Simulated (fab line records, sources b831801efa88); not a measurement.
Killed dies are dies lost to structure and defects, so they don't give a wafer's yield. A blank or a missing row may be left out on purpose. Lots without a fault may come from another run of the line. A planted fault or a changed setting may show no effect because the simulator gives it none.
Chamber matching | flow sky130 | SKY_FIELD_ISO_ETCH_17 on rie_si-02: 4 sister chambers
The step etches Si in HBr/Cl2/O2, target depth 342 nm, time 97.7 s. 20 wafers are shown with their chamber, then 10 later ones without.

WAFERS WITH THEIR CHAMBER
wafer  | chamber | drypump_motor_current_A (A) | oes_product_au (a.u.) | he_backside_leak_sccm (sccm)
L915.2 | 0       | 5.0                         | 0.976                 | 2.59
L915.5 | 3       | 6.1                         | 1.007                 | 2.98
L915.6 | 2       | 5.9                         | 0.998                 | 2.65
L916.1 | 1       | 5.8                         | 1.035                 | 2.74
L916.2 | 2       | 5.9                         | 1.011                 | 2.70
L916.3 | 3       | 6.1                         | 1.009                 | 2.90
L918.1 | 1       | 5.8                         | 1.020                 | 2.86
L918.3 | 3       | 6.0                         | 1.005                 | 3.00
L918.4 | 0       | 5.0                         | 0.981                 | 2.36
L926.1 | 3       | 6.1                         | 0.999                 | 2.96
L926.4 | 2       | 5.9                         | 1.000                 | 2.63
L926.6 | 0       | 5.0                         | 0.988                 | 2.63
L927.2 | 2       | 6.0                         | 0.988                 | 2.57
L927.3 | 1       | 5.8                         | 1.015                 | 2.60
L927.6 | 1       | 5.8                         | 1.016                 | 2.74
L931.1 | 2       | 5.9                         | 1.011                 | 2.47
L931.3 | 1       | 5.9                         | 1.028                 | 2.66
L931.5 | 3       | 6.1                         | 1.000                 | 3.06
L932.1 | 2       | 5.9                         | 0.991                 | 2.57
L932.2 | 1       | 5.9                         | 1.015                 | 2.74

SIGNATURES (means of the wafers above)
reading                 | chamber 0 | chamber 1 | chamber 2 | chamber 3 | scatter within a chamber
drypump_motor_current_A | 5.000     | 5.833     | 5.917     | 6.080     | 0.0431
oes_product_au          | 0.98167   | 1.02150   | 0.99983   | 1.00400   | 0.00775
he_backside_leak_sccm   | 2.5267    | 2.7233    | 2.5983    | 2.9800    | 0.0891
Rule: a wafer's distance from a chamber is the root of the sum, over the readings, of the square of ((its reading less the chamber's mean) divided by the reading's scatter). The wafer belongs to the nearest chamber; if the next one is less than 2 further off, it can't be placed. The scatter: the root of (the sum of the squares of (reading less its chamber's mean) over the shown wafers, divided by (wafers less chambers)).

WAFERS WITHOUT THEIR CHAMBER
wafer  | drypump_motor_current_A (A) | oes_product_au (a.u.) | he_backside_leak_sccm (sccm)
L932.5 | 5.0                         | 0.974                 | 2.42
L933.2 | 5.0                         | 0.987                 | 2.60
L933.3 | 6.1                         | 1.004                 | 3.10
L933.6 | 6.0                         | 0.995                 | 2.55
L935.3 | 5.9                         | 1.004                 | 2.54
L935.4 | 5.9                         | 1.013                 | 2.71
L935.6 | 6.1                         | 1.010                 | 2.90
L937.1 | 5.0                         | 0.979                 | 2.56
L937.3 | 6.0                         | 1.000                 | 2.64
L937.5 | 5.8                         | 1.017                 | 2.84

WHICH CHAMBER EACH WENT THROUGH
wafer  | from the rows above     | in truth
L932.5 | 0                       | 0
L933.2 | 0                       | 0
L933.3 | 3                       | 3
L933.6 | 2                       | 2
L935.3 | 2                       | 2
L935.4 | can't be placed: 1 or 2 | 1
L935.6 | 3                       | 3
L937.1 | 0                       | 0
L937.3 | 2                       | 2
L937.5 | 1                       | 1
Placed correctly: 9 of 10. Can't be placed from these rows: 1 (the true chamber is among the candidates in 1). Placed wrongly: 0.
